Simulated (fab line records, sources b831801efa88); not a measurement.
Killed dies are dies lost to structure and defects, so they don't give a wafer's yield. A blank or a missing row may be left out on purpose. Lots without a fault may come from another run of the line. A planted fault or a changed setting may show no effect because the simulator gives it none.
Chamber matching | flow gf180mcu | GF_V2_CMP_04 on cmp-02: 4 sister chambers
The step polishes SiO2. 14 wafers are shown with their chamber, then 6 later ones without.

WAFERS WITH THEIR CHAMBER
wafer  | chamber | motor_current_A (A) | time_to_endpoint_s (s)
L663.1 | 0       | 12.8                | 81
L663.3 | 1       | 11.5                | 69
L663.5 | 1       | 11.7                | 72
L667.3 | 3       | 13.5                | 76
L667.5 | 1       | 10.8                | 78
L667.6 | 2       | 10.8                | 84
L672.2 | 3       | 12.9                | 84
L672.4 | 2       | 11.0                | 82
L679.1 | 2       | 11.0                | 76
L679.2 | 3       | 13.5                | 81
L679.5 | 2       | 10.5                | 75
L680.1 | 1       | 12.0                | 71
L680.3 | 0       | 12.0                | 92
L680.4 | 3       | 14.2                | 85

SIGNATURES (means of the wafers above)
reading            | chamber 0 | chamber 1 | chamber 2 | chamber 3 | scatter within a chamber
motor_current_A    | 12.400    | 11.500    | 10.825    | 13.525    | 0.46
time_to_endpoint_s | 86.50     | 72.50     | 79.25     | 81.50     | 4.62
Rule: a wafer's distance from a chamber is the root of the sum, over the readings, of the square of ((its reading less the chamber's mean) divided by the reading's scatter). The wafer belongs to the nearest chamber; if the next one is less than 2 further off, it can't be placed. The scatter: the root of (the sum of the squares of (reading less its chamber's mean) over the shown wafers, divided by (wafers less chambers)).

WAFERS WITHOUT THEIR CHAMBER
wafer  | motor_current_A (A) | time_to_endpoint_s (s)
L681.3 | 10.9                | 69
L681.4 | 12.6                | 85
L681.5 | 14.2                | 77
L683.2 | 10.3                | 84
L683.4 | 13.1                | 78
L683.5 | 13.0                | 89

WHICH CHAMBER EACH WENT THROUGH
wafer  | from the rows above     | in truth
L681.3 | can't be placed: 1 or 2 | 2
L681.4 | can't be placed: 0 or 3 | 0
L681.5 | 3                       | 3
L683.2 | 2                       | 2
L683.4 | can't be placed: 3 or 0 | 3
L683.5 | can't be placed: 0 or 3 | 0
Placed correctly: 2 of 6. Can't be placed from these rows: 4 (the true chamber is among the candidates in 4). Placed wrongly: 0.
